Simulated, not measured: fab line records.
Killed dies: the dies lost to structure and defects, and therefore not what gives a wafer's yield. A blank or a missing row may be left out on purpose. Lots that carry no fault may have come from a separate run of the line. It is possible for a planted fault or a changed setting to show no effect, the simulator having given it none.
Shared-tool check | flow gf180mcu | 54 wafers sampled across 15 lots

== WHAT PROMPTED THE OPENING ==
GF_HV_LDD_TW_MEAS_38, reading HV_LDD_3_TW: flagged on 3 of 15 lots. Fault-free wafers read 1432, with a standard deviation of 8.
Rule: a lot is flagged when every wafer of it that has a number lies more than 4 standard deviations from that mean, or none has a number. The rest of the lots are taken to be sound.

lot  | measured     | on            | HV_LDD_3_TW, wafer by wafer   | flag
L644 | day 11 08:07 | film metro-02 | 1437 1432 1435                |
L647 | day 12 10:13 | film metro-02 | 1425 1435 1426                |
L648 | day 13 00:59 | film metro-02 | 1439 1419 1423                |
L649 | day 13 13:13 | film metro-04 | 1427 1427 1427                |
L651 | day 13 22:04 | film metro-02 | 1425 1432 1425                |
L652 | day 14 05:46 | film metro-02 | 1433 1443 1433                |
L653 | day 14 15:19 | film metro-01 | 1430 1432 1425                |
L655 | day 15 05:50 | film metro-04 | 1422 1422 1418                |
L656 | day 15 12:28 | film metro-02 | 1446 1443 1453                |
L657 | day 15 19:16 | film metro-02 | 1441 1442 1461                |
L660 | day 16 16:37 | film metro-01 | 1310 1306 1302 1306 1304 1301 | FLAGGED
L661 | day 17 00:31 | film metro-04 | 1310 1311 1314 1311 1306 1311 | FLAGGED
L662 | day 17 13:01 | film metro-04 | 1299 1305 1305 1304 1308 1312 | FLAGGED
L663 | day 17 17:35 | film metro-01 | 1436 1434 1436                |
L667 | day 19 01:26 | film metro-01 | 1420 1423 1418                |
The numbers of the flagged lots are 1307 on average: -125 against the usual, or -16 standard deviations.

== EACH LOT AND THE TOOL IT RAN ON ==
2 process steps preceding the reading are held in the record, out of 602 steps in the route. Each cell gives the tool, then ch followed by the chambers the sampled wafers passed through, then the start.
lot  | flag    | GF_POLY_GATE_ETCH_12               | GF_HV_LDD_IMPLANT_35
L644 |         | rie diel-01 ch 2,3, day 9 00:02    | implanter-02 ch 0, day 11 07:44
L647 |         | rie diel-01 ch 0,1, day 9 22:21    | implanter-03 ch 0, day 12 09:51
L648 |         | rie diel-02 ch 0,3, day 10 12:24   | implanter-03 ch 0, day 13 00:35
L649 |         | rie diel-04 ch 0,1,3, day 10 23:37 | implanter-02 ch 0, day 13 12:50
L651 |         | rie diel-01 ch 0,2, day 11 05:24   | implanter-02 ch 0, day 13 21:40
L652 |         | rie diel-02 ch 0,1,3, day 11 14:51 | implanter-03 ch 0, day 14 05:22
L653 |         | rie diel-02 ch 0,1,3, day 12 00:13 | implanter-01 ch 0, day 14 14:55
L655 |         | rie diel-04 ch 0,2,3, day 12 11:56 | implanter-02 ch 0, day 15 05:28
L656 |         | rie diel-02 ch 0,1,3, day 12 18:53 | implanter-01 ch 0, day 15 12:04
L657 |         | rie diel-02 ch 1,2,3, day 13 01:22 | implanter-02 ch 0, day 15 18:52
L660 | FLAGGED | rie diel-01 ch 0,1,3, day 13 21:04 | implanter-02, day 16 16:13
L661 | FLAGGED | rie diel-04 ch 0,2,3, day 14 04:44 | implanter-03, day 17 00:07
L662 | FLAGGED | rie diel-04 ch 0,1, day 14 15:05   | implanter-01, day 17 12:38
L663 |         | rie diel-01 ch 0,1,3, day 14 18:16 | implanter-01 ch 0, day 17 17:13
L667 |         | rie diel-02 ch 0,3, day 16 01:17   | implanter-02 ch 0, day 19 01:02
What these steps do:
- GF_POLY_GATE_ETCH_12: etches BARC in N2/H2.
- GF_HV_LDD_IMPLANT_35
- GF_HV_LDD_TW_MEAS_38

== FLAGGED OVER TOTAL, TOOL BY TOOL (the gauges that took the reading come last) ==
step                 | tool          | lots run | flagged | share of the flagged lots | sound lots run after its first flagged lot
GF_POLY_GATE_ETCH_12 | rie diel-01   | 5        | 1       | some                      | 1 (L663)
GF_POLY_GATE_ETCH_12 | rie diel-02   | 6        | 0       | none                      | -
GF_POLY_GATE_ETCH_12 | rie diel-04   | 4        | 2       | some                      | 0
GF_HV_LDD_IMPLANT_35 | implanter-01  | 4        | 1       | some                      | 1 (L663)
GF_HV_LDD_IMPLANT_35 | implanter-02  | 7        | 1       | some                      | 1 (L667)
GF_HV_LDD_IMPLANT_35 | implanter-03  | 4        | 1       | some                      | 0
GF_HV_LDD_TW_MEAS_38 | film metro-01 | 4        | 1       | some                      | 2 (L663,L667)
GF_HV_LDD_TW_MEAS_38 | film metro-02 | 7        | 0       | none                      | -
GF_HV_LDD_TW_MEAS_38 | film metro-04 | 4        | 2       | some                      | 0

== WHAT THE TABLE ALLOWS ==
No row of the table ran every flagged lot.

== WHAT THE SIMULATOR HAD PUT IN ==
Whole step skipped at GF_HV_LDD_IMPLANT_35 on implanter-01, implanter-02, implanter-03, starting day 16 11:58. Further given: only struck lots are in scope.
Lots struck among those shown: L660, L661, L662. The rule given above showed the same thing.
